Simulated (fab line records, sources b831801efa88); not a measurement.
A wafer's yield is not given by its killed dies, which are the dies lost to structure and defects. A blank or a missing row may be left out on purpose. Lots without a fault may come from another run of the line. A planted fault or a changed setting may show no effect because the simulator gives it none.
Chamber matching + flow gf180mcu + GF_M5_ETCH_09 on rie_diel-01 has 4 sister chambers
The step etches Si3N4 in CF4/O2, target depth 52 nm, time 11.6 s. 18 wafers are shown with their chamber, then 9 later ones without.

EACH WAFER AND ITS CHAMBER
| wafer  | chamber | drypump_motor_current_A (A) | throttle_valve_pct (%) | oes_product_au (a.u.) |
|--------|---------|-----------------------------|------------------------|-----------------------|
| L527.1 | 1       | 5.2                         | 5.973                  | 0.995                 |
| L527.3 | 0       | 6.3                         | 5.969                  | 0.998                 |
| L527.4 | 3       | 5.9                         | 5.964                  | 0.994                 |
| L528.3 | 0       | 6.3                         | 5.971                  | 1.006                 |
| L528.4 | 2       | 5.7                         | 5.970                  | 0.999                 |
| L528.6 | 3       | 5.8                         | 5.956                  | 0.998                 |
| L533.2 | 0       | 6.3                         | 5.979                  | 0.994                 |
| L533.3 | 3       | 5.9                         | 5.980                  | 0.993                 |
| L533.4 | 2       | 5.7                         | 5.963                  | 0.988                 |
| L536.2 | 0       | 6.2                         | 5.984                  | 1.000                 |
| L536.3 | 3       | 5.8                         | 5.961                  | 0.998                 |
| L536.4 | 1       | 5.2                         | 5.964                  | 1.000                 |
| L539.1 | 1       | 5.2                         | 5.964                  | 0.996                 |
| L539.2 | 3       | 5.9                         | 5.972                  | 0.996                 |
| L539.4 | 1       | 5.2                         | 5.972                  | 1.008                 |
| L540.2 | 3       | 5.9                         | 5.968                  | 0.992                 |
| L540.3 | 1       | 5.2                         | 5.962                  | 0.991                 |
| L540.6 | 3       | 5.9                         | 5.972                  | 1.001                 |

SIGNATURES, as means of the wafers listed above
| reading                 | chamber 0 | chamber 1 | chamber 2 | chamber 3 | scatter within a chamber |
|-------------------------|-----------|-----------|-----------|-----------|--------------------------|
| drypump_motor_current_A | 6.275     | 5.200     | 5.700     | 5.871     | 0.0394                   |
| throttle_valve_pct      | 5.97575   | 5.96700   | 5.96650   | 5.96757   | 0.00686                  |
| oes_product_au          | 0.99950   | 0.99800   | 0.99350   | 0.99600   | 0.0051                   |
Rule: a wafer lies at a distance from a chamber equal to the root of the sum of squares, over the readings, of (its reading less the chamber's mean, divided by the reading's scatter). If the next closest chamber is less than 2 further off than the closest, the wafer can't be placed; otherwise it belongs to the closest. The scatter: the root of (the sum of the squares of (reading less its chamber's mean) over the shown wafers, divided by (wafers less chambers)).

WAFERS WITH NO CHAMBER GIVEN
| wafer  | drypump_motor_current_A (A) | throttle_valve_pct (%) | oes_product_au (a.u.) |
|--------|-----------------------------|------------------------|-----------------------|
| L543.1 | 5.7                         | 5.976                  | 0.994                 |
| L543.2 | 6.3                         | 5.976                  | 1.006                 |
| L543.5 | 5.8                         | 5.955                  | 0.986                 |
| L544.2 | 6.2                         | 5.955                  | 0.992                 |
| L544.5 | 5.2                         | 5.964                  | 0.995                 |
| L544.6 | 5.7                         | 5.951                  | 1.001                 |
| L550.3 | 5.2                         | 5.975                  | 1.006                 |
| L550.4 | 6.2                         | 5.981                  | 1.004                 |
| L550.5 | 5.8                         | 5.975                  | 0.988                 |

WHICH CHAMBER EACH WENT THROUGH
| wafer  | from the rows above     | in truth |
|--------|-------------------------|----------|
| L543.1 | 2                       | 2        |
| L543.2 | 0                       | 0        |
| L543.5 | can't be placed: 3 or 2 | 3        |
| L544.2 | 0                       | 0        |
| L544.5 | 1                       | 1        |
| L544.6 | 2                       | 2        |
| L550.3 | 1                       | 1        |
| L550.4 | 0                       | 0        |
| L550.5 | can't be placed: 3 or 2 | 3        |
Placed correctly: 7 of 9. Unplaceable from these rows: 2, with the true chamber sitting among the candidates in 2. 0 placed wrongly.
